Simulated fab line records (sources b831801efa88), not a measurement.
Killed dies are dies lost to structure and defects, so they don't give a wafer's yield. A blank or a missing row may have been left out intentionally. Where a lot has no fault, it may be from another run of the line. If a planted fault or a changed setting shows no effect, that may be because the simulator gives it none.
fab line records	flow sky130
record: lots: 24	wafers: 72	last_day: 50
route steps=708 shown VIA2@520 CAPM@539 METAL3@565 VIA3@575
lots untouched by any fault: they come from a run of this same line in which no faults occurred
start_h: the number of hours between the record's first day and the start of the first shown wafer of the lot	wait_h: hours since the lot's step before	" as in the row above	L1.1+2: a row that stands for several wafers	- no value, or no start was given	* or withheld: withheld	< > ~ a bound
route shown NAME@n: NAME is a module with steps in the file, n the number in the route of the first one	usual: mean/standard deviation of fault-free wafers	same: alike in all rows	chamber/n: place in a boat	sites: each site's reading	_std_site: how widely they spread, as a standard deviation	_edge_site: mean of outer sites minus mean of inner sites	radius_mm: for every site, how far away it sits from the centre of the wafer	mask NAME#n: copy n	behind: the most recent tool/chamber to have shaped the wafer	hold: why the lot went on hold/how many hours it stayed there/how the hold came to an end	device: the n, p or np transistor that did not switch	end of line: the route-end tests of the same wafers	a step with no rows: only its recipe	killed: at the first sort, the dies lost to defects and structure; wafer yield is something else	map: the dies of a wafer, with x for killed, . for not killed, _ for no die there
set.NAME: the setting that was run; set.NAME@STEP: the one run at that earlier step	model.NAME: the simulator's own value behind a step, which no gauge read
the route's steps for a sample of lots (tables are steps, rows are wafers)
services: from which hour (start_h, from the record's first day; less than 0 if before it) a tool's chamber was out of use, for how many hours, and why
== steps ==
step: SKY_VIA2_OVL_MEAS_13
usual: VIA2_OVL: 1/4.9
lot.wafer	tool	chamber	start_h	wait_h	VIA2_OVL[nm]
L074.1	overlay-01	-	853.50	0.1	-2
L074.3	"	-	"	"	-5
L074.6	"	-	"	"	5
L075.1	overlay-01	-	858.57	0.1	-2
L075.4	"	-	"	"	-3
L075.5	"	-	"	"	-9
L076.1	overlay-02	-	866.73	0.1	-3
L076.2	"	-	"	"	-4
L076.4	"	-	"	"	-6
L078.1	overlay-02	-	875.87	0.1	2
L078.3	"	-	"	"	5
L078.6	"	-	"	"	-2
L077.1	overlay-02	-	880.78	0.1	5
L077.4	"	-	"	"	1
L077.6	"	-	"	"	2
L079.1	overlay-02	-	896.54	0.1	0
L079.4	"	-	"	"	-2
L079.6	"	-	"	"	-4
L080.1	overlay-01	-	897.18	0.1	4
L080.2	"	-	"	"	-9
L080.6	"	-	"	"	-3
L081.1	overlay-01	-	908.93	0.1	8
L081.4	"	-	"	"	-5
L081.5	"	-	"	"	3
L082.3	overlay-02	-	909.51	0.1	7
L082.5	"	-	"	"	10
L082.6	"	-	"	"	12
L083.1	overlay-02	-	915.82	0.1	-4
L083.2	"	-	"	"	4
L083.5	"	-	"	"	-18
L084.2	overlay-02	-	933.18	0.1	-3
L084.4	"	-	"	"	5
L084.6	"	-	"	"	-3
L085.2	overlay-02	-	934.70	0.1	-8
L085.3	"	-	"	"	0
L085.5	"	-	"	"	5
L086.1	overlay-01	-	943.12	0.1	10
L086.3	"	-	"	"	5
L086.4	"	-	"	"	-2
L087.1	overlay-01	-	947.08	0.1	4
L087.2	"	-	"	"	-2
L087.3	"	-	"	"	1
L088.1	overlay-02	-	958.17	0.1	-3
L088.3	"	-	"	"	7
L088.6	"	-	"	"	-5
L089.3	overlay-01	-	966.74	0.1	-6
L089.4	"	-	"	"	1
L089.5	"	-	"	"	-5
L091.2	overlay-02	-	976.13	0.1	-7
L091.4	"	-	"	"	-4
L091.6	"	-	"	"	-4
L090.2	overlay-01	-	976.48	0.1	3
L090.3	"	-	"	"	1
L090.5	"	-	"	"	1
L092.1	overlay-02	-	988.28	0.1	9
L092.4	"	-	"	"	-1
L092.5	"	-	"	"	8
L093.2	overlay-02	-	996.65	0.1	0
L093.3	"	-	"	"	0
L093.5	"	-	"	"	2
L094.1	overlay-02	-	1005.20	0.1	-2
L094.4	"	-	"	"	-2
L094.5	"	-	"	"	-6
L097.1	overlay-01	-	1015.13	0.1	-3
L097.4	"	-	"	"	6
L097.5	"	-	"	"	-1
L095.2	overlay-01	-	1015.40	0.1	-1
L095.4	"	-	"	"	3
L095.5	"	-	"	"	-4
L096.1	overlay-02	-	1019.03	0.1	0
L096.2	"	-	"	"	5
L096.3	"	-	"	"	-1
step: SKY_CAPM_SPUTTER_02
recipe: material: TiN	target_thk_nm: 200	temp_c: 300	power_w: 6500	time_s: 166.7	chamber_pressure_pa: 0.4
usual: throttle_valve_pct: 29.6/1.1
lot.wafer	tool	chamber	start_h	wait_h	throttle_valve_pct
L074.1	pvd_sputter-04	-	855.45	0.1	29.4
L074.3	"	-	"	"	29.9
L074.6	"	-	"	"	29.9
L075.1	pvd_sputter-04	-	860.31	0.1	31.0
L075.4	"	-	"	"	30.1
L075.5	"	-	"	"	30.8
L076.1	pvd_sputter-03	-	868.73	0.1	30.2
L076.2	"	-	"	"	29.9
L076.4	"	-	"	"	29.0
L078.1	pvd_sputter-04	-	877.60	0.1	29.5
L078.3	"	-	"	"	27.9
L078.6	"	-	"	"	27.8
L077.1	pvd_sputter-04	-	882.42	0.1	29.3
L077.4	"	-	"	"	27.6
L077.6	"	-	"	"	30.9
L079.1	pvd_sputter-03	-	898.18	0.1	30.0
L079.4	"	-	"	"	28.8
L079.6	"	-	"	"	30.3
L080.1	pvd_sputter-04	-	898.82	0.1	29.1
L080.2	"	-	"	"	30.2
L080.6	"	-	"	"	30.7
L081.1	pvd_sputter-04	-	910.60	0.1	29.9
L081.4	"	-	"	"	28.9
L081.5	"	-	"	"	29.5
L082.3	pvd_sputter-03	-	911.17	0.0	29.9
L082.5	"	-	"	"	30.0
L082.6	"	-	"	"	30.2
L083.1	pvd_sputter-04	-	917.46	0.1	27.5
L083.2	"	-	"	"	29.3
L083.5	"	-	"	"	28.0
L084.2	pvd_sputter-04	-	934.94	0.0	31.1
L084.4	"	-	"	"	29.2
L084.6	"	-	"	"	30.9
L085.2	pvd_sputter-04	-	936.49	0.0	27.7
L085.3	"	-	"	"	30.0
L085.5	"	-	"	"	29.9
L086.1	pvd_sputter-03	-	945.03	0.1	30.3
L086.3	"	-	"	"	28.9
L086.4	"	-	"	"	30.3
L087.1	pvd_sputter-04	-	948.94	0.1	30.0
L087.2	"	-	"	"	31.0
L087.3	"	-	"	"	29.1
L088.1	pvd_sputter-03	-	959.83	0.1	30.2
L088.3	"	-	"	"	28.9
L088.6	"	-	"	"	30.1
L089.3	pvd_sputter-01	-	968.56	0.0	30.0
L089.4	"	-	"	"	28.3
L089.5	"	-	"	"	28.5
L091.2	pvd_sputter-04	-	977.97	0.0	29.4
L091.4	"	-	"	"	30.0
L091.6	"	-	"	"	30.8
L090.2	pvd_sputter-03	-	978.18	0.0	30.0
L090.3	"	-	"	"	30.4
L090.5	"	-	"	"	29.1
L092.1	pvd_sputter-04	-	989.93	0.1	27.5
L092.4	"	-	"	"	31.0
L092.5	"	-	"	"	29.9
L093.2	pvd_sputter-01	-	998.29	0.0	28.6
L093.3	"	-	"	"	30.1
L093.5	"	-	"	"	28.3
L094.1	pvd_sputter-01	-	1006.85	0.1	32.4
L094.4	"	-	"	"	30.1
L094.5	"	-	"	"	30.1
L097.1	pvd_sputter-04	-	1019.21	0.1	30.8
L097.4	"	-	"	"	30.1
L097.5	"	-	"	"	30.0
L095.2	pvd_sputter-03	-	1019.81	0.0	29.1
L095.4	"	-	"	"	30.2
L095.5	"	-	"	"	30.4
L096.1	pvd_sputter-04	-	1022.15	0.1	29.9
L096.2	"	-	"	"	29.3
L096.3	"	-	"	"	27.5
step: SKY_CAPM_STRIP_14
recipe: chemistry: O2/N2	power_w: 1400	pressure_mtorr: 1500	platen_temp_c: withheld	o2_flow_sccm: 3000	n2_flow_sccm: 300	overash_fraction: 0.5
usual: chamber_pressure_mTorr: 1499.9/1.4	drypump_motor_current_A: 5.8/0.49	oes_product_au: 0.710/0.0041	strip_time_to_endpoint_s: 12.64/0.051
same: overash_fraction: 0.5
lot.wafer	tool	chamber	start_h	wait_h	chamber_pressure_mTorr	drypump_motor_current_A	oes_product_au	rf_hours_counter_h	strip_time_to_endpoint_s
L074.1	plasma_asher-02	1	881.38	0.1	1500.0	6.1	0.711	106	12.66
L074.3	"	0	"	"	1502.4	4.9	0.711	-	12.69
L074.6	"	1	"	"	1501.7	6.1	0.709	-	12.64
L075.1	plasma_asher-02	0	886.62	0.2	1498.8	4.9	0.706	107	12.57
L075.4	"	1	"	"	1499.2	6.1	0.706	-	12.59
L075.5	"	1	"	"	1500.3	6.1	0.713	-	12.54
L076.1	plasma_asher-01	1	894.95	0.1	1499.7	5.7	0.715	46	12.66
L076.2	"	0	"	"	1500.2	6.1	0.711	46	12.69
L076.4	"	1	"	"	1498.0	5.7	0.708	-	12.65
L078.1	plasma_asher-01	0	904.28	0.1	1499.5	6.1	0.706	47	12.62
L078.3	"	1	"	"	1501.4	5.7	0.713	-	12.56
L078.6	"	1	"	"	1497.6	5.7	0.713	-	12.58
L077.1	plasma_asher-01	1	908.75	0.1	1499.7	5.7	0.716	47	12.67
L077.4	"	0	"	"	1498.7	6.1	0.710	-	12.71
L077.6	"	0	"	"	1497.8	6.1	0.719	-	12.62
L079.1	plasma_asher-04	1	923.06	0.1	1500.5	5.5	0.703	80	12.70
L079.4	"	0	"	"	1500.7	6.6	0.704	-	12.67
L079.6	"	1	"	"	1499.9	5.5	0.710	-	12.67
L080.1	plasma_asher-02	0	923.90	0.1	1503.3	4.9	0.717	111	12.69
L080.2	"	1	"	"	1499.6	6.2	0.711	111	12.61
L080.6	"	1	"	"	1500.2	6.2	0.706	-	12.68
L081.1	plasma_asher-02	0	935.60	0.1	1498.2	4.9	0.716	112	12.61
L081.4	"	0	"	"	1500.4	4.9	0.711	-	12.49
L081.5	"	0	"	"	1501.7	4.9	0.713	-	12.55
L082.3	plasma_asher-01	1	936.17	0.1	1499.9	5.7	0.710	-	12.62
L082.5	"	0	"	"	1499.4	6.1	0.708	-	12.69
L082.6	"	1	"	"	1501.0	5.7	0.719	-	12.66
L083.1	plasma_asher-01	0	942.97	0.1	1500.0	6.1	0.711	51	12.70
L083.2	"	1	"	"	1499.5	5.7	0.716	51	12.70
L083.5	"	1	"	"	1500.7	5.7	0.703	-	12.73
L084.2	plasma_asher-04	0	958.46	0.1	1499.0	6.6	0.715	83	12.61
L084.4	"	1	"	"	1499.8	5.4	0.707	-	12.65
L084.6	"	1	"	"	1500.5	5.4	0.712	-	12.68
L085.2	plasma_asher-02	0	960.65	0.1	1499.3	4.9	0.706	115	12.63
L085.3	"	0	"	"	1498.6	4.9	0.709	-	12.62
L085.5	"	1	"	"	1497.3	6.2	0.712	-	12.68
L086.1	plasma_asher-01	1	969.10	0.1	1497.8	5.7	0.714	53	12.59
L086.3	"	0	"	"	1499.1	6.1	0.710	-	12.59
L086.4	"	1	"	"	1500.5	5.7	0.711	-	12.63
L087.1	plasma_asher-01	1	972.69	0.1	1502.3	5.7	0.715	54	12.64
L087.2	"	0	"	"	1502.9	6.1	0.706	54	12.67
L087.3	"	0	"	"	1498.8	6.1	0.704	-	12.62
L088.1	plasma_asher-04	1	984.05	0.1	1502.0	5.5	0.712	86	12.55
L088.3	"	0	"	"	1500.9	6.6	0.707	-	12.56
L088.6	"	1	"	"	1499.5	5.5	0.708	-	12.63
L089.3	plasma_asher-01	1	992.53	0.1	1499.0	5.7	0.708	-	12.59
L089.4	"	0	"	"	1501.5	6.1	0.706	-	12.65
L089.5	"	1	"	"	1500.3	5.7	0.707	-	12.63
L091.2	plasma_asher-02	0	1001.79	0.1	1502.1	5.0	0.711	119	12.63
L091.4	"	0	"	"	1500.8	4.9	0.713	-	12.63
L091.6	"	0	"	"	1500.7	4.9	0.714	-	12.67
L090.2	plasma_asher-01	0	1001.91	0.1	1502.2	6.1	0.715	57	12.62
L090.3	"	0	"	"	1499.1	6.1	0.715	-	12.64
L090.5	"	1	"	"	1500.0	5.7	0.704	-	12.59
L092.1	plasma_asher-02	1	1013.54	0.1	1499.1	6.2	0.712	120	12.74
L092.4	"	1	"	"	1499.9	6.2	0.712	-	12.73
L092.5	"	0	"	"	1499.3	4.9	0.712	-	12.73
L093.2	plasma_asher-02	1	1021.61	0.1	1499.8	6.1	0.711	121	12.65
L093.3	"	0	"	"	1499.6	5.0	0.708	-	12.67
L093.5	"	1	"	"	1501.2	6.1	0.709	-	12.64
L094.1	plasma_asher-01	0	1028.21	0.1	1497.3	6.1	0.711	60	12.65
L094.4	"	0	"	"	1502.0	6.1	0.712	-	12.57
L094.5	"	1	"	"	1498.1	5.7	0.711	-	12.62
L097.1	plasma_asher-04	0	1040.31	0.1	1501.9	6.6	0.703	90	12.61
L097.4	"	1	"	"	1499.7	5.5	0.712	-	12.66
L097.5	"	0	"	"	1501.3	6.6	0.710	-	12.58
L095.2	plasma_asher-01	0	1041.84	0.1	1498.4	6.1	0.708	61	12.68
L095.4	"	1	"	"	1501.6	5.7	0.709	-	12.66
L095.5	"	0	"	"	1500.9	6.1	0.704	-	12.63
L096.1	plasma_asher-01	1	1044.97	0.1	1499.2	5.7	0.715	61	12.65
L096.2	"	0	"	"	1499.1	6.1	0.714	61	12.64
L096.3	"	1	"	"	1501.2	5.7	0.713	-	12.65
step: SKY_METAL3_DESCUM_15
recipe: chemistry: O2	source_power_w: 150	bias_power_w: 0	pressure_mtorr: 10	temp_c: 40	time_s: 8
usual: chamber_pressure_mTorr: 10.001/0.0087	drypump_motor_current_A: 5.4/0.55	oes_product_au: 1.000/0.0086
lot.wafer	tool	chamber	start_h	wait_h	chamber_pressure_mTorr	drypump_motor_current_A	oes_product_au	rf_hours_counter_h
L074.1	rie_metal-04	1	908.61	0.0	10.002	4.9	1.005	16
L074.3	"	0	"	"	10.010	6.2	0.997	-
L074.6	"	0	"	"	10.006	6.2	0.998	-
L075.1	rie_metal-01	1	912.94	0.0	10.013	5.2	0.990	19
L075.4	"	1	"	"	10.000	5.2	0.982	-
L075.5	"	1	"	"	9.996	5.2	0.992	-
L076.1	rie_metal-02	1	921.06	0.0	10.015	4.9	0.998	7
L076.2	"	0	"	"	9.997	5.1	1.002	5
L076.4	"	1	"	"	10.005	4.9	0.997	-
L078.1	rie_metal-01	0	930.06	0.0	9.999	6.3	1.004	0
L078.3	"	0	"	"	9.987	6.2	0.996	-
L078.6	"	1	"	"	10.000	5.2	0.993	-
L077.1	rie_metal-02	0	934.24	0.0	9.999	5.2	1.019	6
L077.4	"	1	"	"	9.988	4.9	1.007	-
L077.6	"	0	"	"	10.000	5.1	1.011	-
L079.1	rie_metal-01	1	948.46	0.0	9.997	5.2	1.004	0
L079.4	"	0	"	"	9.990	6.3	0.984	-
L079.6	"	1	"	"	10.009	5.2	1.010	-
L080.1	rie_metal-01	0	949.46	0.0	10.000	6.2	1.005	3
L080.2	"	1	"	"	10.012	5.2	1.010	0
L080.6	"	0	"	"	9.995	6.2	1.001	-
L081.1	rie_metal-01	0	960.51	0.0	9.999	6.3	0.993	3
L081.4	"	1	"	"	9.999	5.2	0.998	-
L081.5	"	1	"	"	10.010	5.2	1.011	-
L082.3	rie_metal-02	1	960.87	0.0	9.988	4.9	1.000	-
L082.5	"	0	"	"	10.004	5.1	1.003	-
L082.6	"	1	"	"	10.009	4.9	0.997	-
L083.1	rie_metal-01	1	968.06	0.0	10.017	5.2	1.012	1
L083.2	"	0	"	"	10.005	6.2	1.005	3
L083.5	"	0	"	"	10.010	6.2	1.013	-
L084.2	rie_metal-04	1	983.11	0.0	10.018	4.9	1.004	0
L084.4	"	0	"	"	10.017	6.2	0.998	-
L084.6	"	0	"	"	10.011	6.2	0.998	-
L085.2	rie_metal-02	0	985.24	0.0	10.011	5.1	0.995	9
L085.3	"	0	"	"	10.006	5.1	0.993	-
L085.5	"	1	"	"	9.995	4.9	0.999	-
L086.1	rie_metal-01	1	993.71	0.0	9.988	5.2	1.013	2
L086.3	"	0	"	"	10.008	6.2	1.013	-
L086.4	"	1	"	"	10.007	5.2	1.014	-
L087.1	rie_metal-02	1	996.86	0.0	10.008	4.9	0.988	11
L087.2	"	0	"	"	9.996	5.1	0.988	9
L087.3	"	0	"	"	10.010	5.1	0.995	-
L088.1	rie_metal-02	0	1007.86	0.0	9.990	5.1	0.990	10
L088.3	"	1	"	"	10.004	4.9	0.993	-
L088.6	"	1	"	"	10.003	4.9	1.004	-
L089.3	rie_metal-04	0	1016.42	0.0	10.004	6.2	0.997	-
L089.4	"	1	"	"	10.008	4.9	0.995	-
L089.5	"	1	"	"	10.006	4.9	1.008	-
L091.2	rie_metal-02	0	1026.16	0.0	10.017	5.1	0.997	10
L091.4	"	1	"	"	9.992	4.9	0.999	-
L091.6	"	0	"	"	9.995	5.1	0.989	-
L090.2	rie_metal-04	1	1026.46	0.0	9.997	4.9	1.006	3
L090.3	"	0	"	"	10.006	6.2	1.000	-
L090.5	"	1	"	"	10.018	4.9	1.013	-
L092.1	rie_metal-04	0	1037.21	0.0	9.993	6.2	1.008	13
L092.4	"	1	"	"	9.996	4.9	1.002	-
L092.5	"	1	"	"	9.992	4.9	1.006	-
L093.2	rie_metal-04	1	1044.71	0.0	9.996	4.9	0.999	4
L093.3	"	1	"	"	9.982	4.9	1.012	-
L093.5	"	0	"	"	9.988	6.2	0.998	-
L094.1	rie_metal-04	1	1051.16	0.0	10.003	4.9	0.998	4
L094.4	"	1	"	"	9.995	4.9	1.000	-
L094.5	"	0	"	"	10.014	6.2	0.991	-
L097.1	rie_metal-01	1	1062.51	0.0	10.004	5.2	1.008	7
L097.4	"	0	"	"	10.006	6.3	1.011	-
L097.5	"	0	"	"	10.013	6.3	0.999	-
L095.2	rie_metal-02	0	1063.66	0.0	10.001	5.1	0.988	12
L095.4	"	1	"	"	10.009	4.9	0.994	-
L095.5	"	0	"	"	10.011	5.1	0.988	-
L096.1	rie_metal-04	1	1067.69	0.0	10.017	4.9	0.997	5
L096.2	"	0	"	"	9.992	6.2	0.994	15
L096.3	"	1	"	"	10.006	4.9	1.006	-
step: SKY_METAL3_METAL_ETCH_18
recipe: target_depth_a: 8450	stop_on: SiO2	over_etch_frac: 0.3	time_s: 183.1	chemistry: Cl2/BCl3	resist_sidewall_deg: 88	pressure_mtorr: 10	icp_w: 900	bias_w: 48.5	Cl2_flow_sccm: 60	bcl3_flow_sccm: 30
usual: chamber_pressure_mTorr: 9.999/0.0087	drypump_motor_current_A: 5.4/0.56	oes_product_au: 0.866/0.0063	throttle_valve_pct: 22.265/0.0093
lot.wafer	tool	chamber	start_h	wait_h	chamber_pressure_mTorr	drypump_motor_current_A	oes_product_au	rf_hours_counter_h	throttle_valve_pct
L074.1	rie_metal-04	1	908.76	0.0	10.000	4.9	0.865	16	22.264
L074.3	"	0	"	"	9.994	6.2	0.864	-	22.258
L074.6	"	1	"	"	10.004	4.9	0.859	-	22.268
L075.1	rie_metal-04	0	913.22	0.0	10.008	6.2	0.866	6	22.259
L075.4	"	1	"	"	10.006	4.9	0.863	-	22.255
L075.5	"	1	"	"	9.991	4.9	0.876	-	22.265
L076.1	rie_metal-01	1	921.21	0.0	10.015	5.2	0.860	20	22.262
L076.2	"	1	"	"	9.999	5.2	0.867	-	22.270
L076.4	"	1	"	"	10.008	5.2	0.863	-	22.275
L078.1	rie_metal-02	1	930.21	0.0	9.990	4.9	0.866	7	22.266
L078.3	"	0	"	"	10.020	5.1	0.861	-	22.263
L078.6	"	1	"	"	10.008	4.9	0.864	-	22.263
L077.1	rie_metal-01	0	934.39	0.0	9.994	6.3	0.868	1	22.267
L077.4	"	0	"	"	9.996	6.3	0.863	-	22.252
L077.6	"	0	"	"	10.005	6.3	0.863	-	22.270
L079.1	rie_metal-02	0	948.61	0.0	10.007	5.1	0.864	7	22.259
L079.4	"	1	"	"	9.985	4.9	0.866	-	22.267
L079.6	"	1	"	"	9.997	4.9	0.865	-	22.262
L080.1	rie_metal-02	0	949.61	0.0	10.007	5.1	0.865	7	22.275
L080.2	"	1	"	"	10.005	4.9	0.860	9	22.262
L080.6	"	1	"	"	9.990	4.9	0.863	-	22.257
L081.1	rie_metal-04	1	960.66	0.0	10.002	4.9	0.868	19	22.277
L081.4	"	1	"	"	10.003	4.9	0.868	-	22.254
L081.5	"	1	"	"	10.010	4.9	0.870	-	22.268
L082.3	rie_metal-01	1	961.07	0.1	9.991	5.2	0.871	-	22.283
L082.5	"	1	"	"	9.997	5.2	0.868	-	22.261
L082.6	"	0	"	"	10.003	6.2	0.866	-	22.254
L083.1	rie_metal-02	1	968.21	0.0	10.002	4.9	0.869	9	22.242
L083.2	"	0	"	"	9.984	5.1	0.865	8	22.261
L083.5	"	1	"	"	9.995	4.9	0.872	-	22.272
L084.2	rie_metal-01	0	983.26	0.0	10.000	6.3	0.871	4	22.256
L084.4	"	0	"	"	9.996	6.3	0.876	-	22.253
L084.6	"	0	"	"	10.002	6.2	0.863	-	22.272
L085.2	rie_metal-04	1	985.39	0.0	9.997	4.9	0.865	0	22.258
L085.3	"	1	"	"	9.989	4.9	0.874	-	22.279
L085.5	"	1	"	"	9.997	4.9	0.868	-	22.282
L086.1	rie_metal-02	0	993.86	0.0	9.989	5.1	0.875	9	22.281
L086.3	"	1	"	"	10.007	4.9	0.876	-	22.275
L086.4	"	0	"	"	9.983	5.1	0.864	-	22.277
L087.1	rie_metal-04	0	997.01	0.0	10.004	6.2	0.871	11	22.269
L087.2	"	1	"	"	9.994	4.9	0.865	1	22.273
L087.3	"	1	"	"	9.988	4.9	0.872	-	22.241
L088.1	rie_metal-04	0	1008.01	0.0	10.002	6.2	0.860	11	22.271
L088.3	"	0	"	"	9.994	6.2	0.849	-	22.270
L088.6	"	1	"	"	9.997	4.9	0.870	-	22.285
L089.3	rie_metal-02	0	1016.62	0.1	10.008	5.1	0.859	-	22.257
L089.4	"	1	"	"	9.987	4.9	0.863	-	22.262
L089.5	"	1	"	"	10.006	4.9	0.861	-	22.259
L091.2	rie_metal-01	0	1026.31	0.0	9.995	6.3	0.877	7	22.260
L091.4	"	0	"	"	9.995	6.2	0.866	-	22.247
L091.6	"	0	"	"	10.003	6.2	0.876	-	22.262
L090.2	rie_metal-02	0	1026.61	0.0	10.009	5.1	0.874	11	22.267
L090.3	"	1	"	"	9.995	4.9	0.857	-	22.272
L090.5	"	0	"	"	10.005	5.1	0.858	-	22.278
L092.1	rie_metal-01	1	1037.36	0.0	9.991	5.2	0.866	5	22.256
L092.4	"	1	"	"	10.011	5.2	0.857	-	22.259
L092.5	"	0	"	"	10.001	6.3	0.858	-	22.284
L093.2	rie_metal-01	0	1044.86	0.0	10.002	6.2	0.870	9	22.254
L093.3	"	1	"	"	9.998	5.2	0.872	-	22.283
L093.5	"	0	"	"	10.003	6.3	0.869	-	22.266
L094.1	rie_metal-01	1	1051.31	0.0	9.992	5.2	0.855	6	22.269
L094.4	"	1	"	"	9.997	5.2	0.863	-	22.265
L094.5	"	0	"	"	10.006	6.2	0.861	-	22.271
L097.1	rie_metal-04	1	1062.66	0.0	10.001	4.9	0.869	5	22.283
L097.4	"	1	"	"	10.004	4.9	0.860	-	22.269
L097.5	"	1	"	"	9.983	4.9	0.861	-	22.265
L095.2	rie_metal-01	1	1063.81	0.0	10.011	5.2	0.864	7	22.268
L095.4	"	1	"	"	10.006	5.2	0.866	-	22.280
L095.5	"	0	"	"	10.001	6.3	0.869	-	22.270
L096.1	rie_metal-02	0	1067.84	0.0	10.013	5.2	0.858	12	22.279
L096.2	"	1	"	"	9.983	4.9	0.854	14	22.243
L096.3	"	1	"	"	10.019	4.9	0.857	-	22.255
step: SKY_VIA3_CMP_02
recipe: material: SiO2	down_force_psi: 4	platen_rpm: 60	pad_velocity_m_s: 0.94248
usual: motor_current_A: 12.1/0.65
lot.wafer	tool	chamber	start_h	wait_h	motor_current_A
L074.1	cmp-02	3	909.87	0.1	11.7
L074.3	"	1	"	"	12.3
L074.6	"	3	"	"	11.3
L075.4	cmp-01	3	914.46	0.3	12.0
L075.1	"	2	"	"	12.9
L075.5	"	0	"	"	13.4
L076.2	cmp-02	1	922.56	0.2	12.2
L076.4	"	2	"	"	12.6
L076.1	"	3	"	"	10.9
L078.1	cmp-01	1	931.25	0.1	11.4
L078.3	"	2	"	"	12.2
L078.6	"	0	"	"	13.3
L077.4	cmp-01	2	935.75	0.1	13.1
L077.1	"	3	"	"	12.3
L077.6	"	0	"	"	12.5
L079.4	cmp-02	0	949.82	0.1	11.7
L079.1	"	1	"	"	12.1
L079.6	"	3	"	"	11.7
L080.1	cmp-01	3	950.81	0.1	12.1
L080.2	"	0	"	"	12.9
L080.6	"	3	"	"	12.2
L081.4	cmp-02	1	961.70	0.1	11.6
L081.1	"	3	"	"	12.0
L081.5	"	0	"	"	11.5
L082.3	cmp-02	0	962.06	0.1	11.5
L082.5	"	3	"	"	11.7
L082.6	"	0	"	"	11.9
L083.1	cmp-01	3	969.26	0.1	12.1
L083.2	"	1	"	"	10.8
L083.5	"	3	"	"	12.1
L084.4	cmp-02	2	984.44	0.1	13.1
L084.2	"	3	"	"	11.4
L084.6	"	0	"	"	12.1
L085.2	cmp-02	1	986.94	0.0	11.8
L085.3	"	3	"	"	11.6
L085.5	"	1	"	"	11.9
L086.3	cmp-01	1	994.89	0.0	11.3
L086.4	"	2	"	"	12.8
L086.1	"	3	"	"	11.8
L087.3	cmp-02	1	998.17	0.1	13.1
L087.1	"	2	"	"	12.9
L087.2	"	3	"	"	11.7
L088.1	cmp-02	2	1009.01	0.1	13.4
L088.3	"	1	"	"	12.6
L088.6	"	3	"	"	12.4
L089.4	cmp-02	3	1020.26	2.7	12.0
L089.3	"	0	"	"	11.6
L089.5	"	2	"	"	12.7
L091.2	cmp-01	0	1027.32	0.0	12.9
L091.4	"	3	"	"	11.8
L091.6	"	1	"	"	11.2
L090.3	cmp-02	0	1027.60	0.0	12.7
L090.2	"	3	"	"	11.4
L090.5	"	1	"	"	11.3
L092.4	cmp-02	2	1038.35	0.0	12.4
L092.1	"	0	"	"	11.6
L092.5	"	3	"	"	11.4
L093.2	cmp-01	2	1045.95	0.1	12.3
L093.3	"	3	"	"	12.0
L093.5	"	1	"	"	10.8
L094.1	cmp-02	2	1052.41	0.1	13.0
L094.4	"	3	"	"	11.2
L094.5	"	2	"	"	12.8
L097.1	cmp-02	1	1063.71	0.1	12.4
L097.4	"	3	"	"	11.6
L097.5	"	0	"	"	11.2
L095.2	cmp-02	1	1064.81	0.0	11.7
L095.4	"	2	"	"	13.2
L095.5	"	2	"	"	12.9
L096.2	cmp-01	0	1068.85	0.0	12.4
L096.1	"	1	"	"	11.2
L096.3	"	2	"	"	12.4
== services ==
tool	chamber	start_h	hours	kind
pvd_sputter-04	-	850.35	2.1	repair
cmp-01	-	854.13	1.8	repair
plasma_asher-01	-	885.40	2.9	repair
rie_metal-01	-	888.85	2.8	pm
cmp-02	-	894.78	14.8	repair
plasma_asher-04	-	905.75	9.4	repair
cmp-02	-	912.00	4.0	pm
cmp-01	-	920.50	2.2	repair
cmp-02	-	946.64	2.4	repair
pvd_sputter-03	-	947.15	2.1	repair
pvd_sputter-04	-	949.69	1.8	repair
cmp-01	-	961.57	3.9	pm
plasma_asher-02	-	961.62	2.8	pm
plasma_asher-01	-	963.62	2.8	pm
cmp-01	-	974.83	1.9	repair
rie_metal-01	1	985.62	5.7	repair
plasma_asher-01	-	994.74	0.7	repair
rie_metal-02	-	1005.29	0.1	repair
cmp-01	-	1011.31	9.1	pm
cmp-02	-	1015.32	3.3	repair
rie_metal-02	-	1029.14	14.6	pm
plasma_asher-02	-	1055.25	9.0	pm
rie_metal-02	1	1058.43	4.9	repair
cmp-02	-	1064.12	0.5	repair
== key ==
fault none
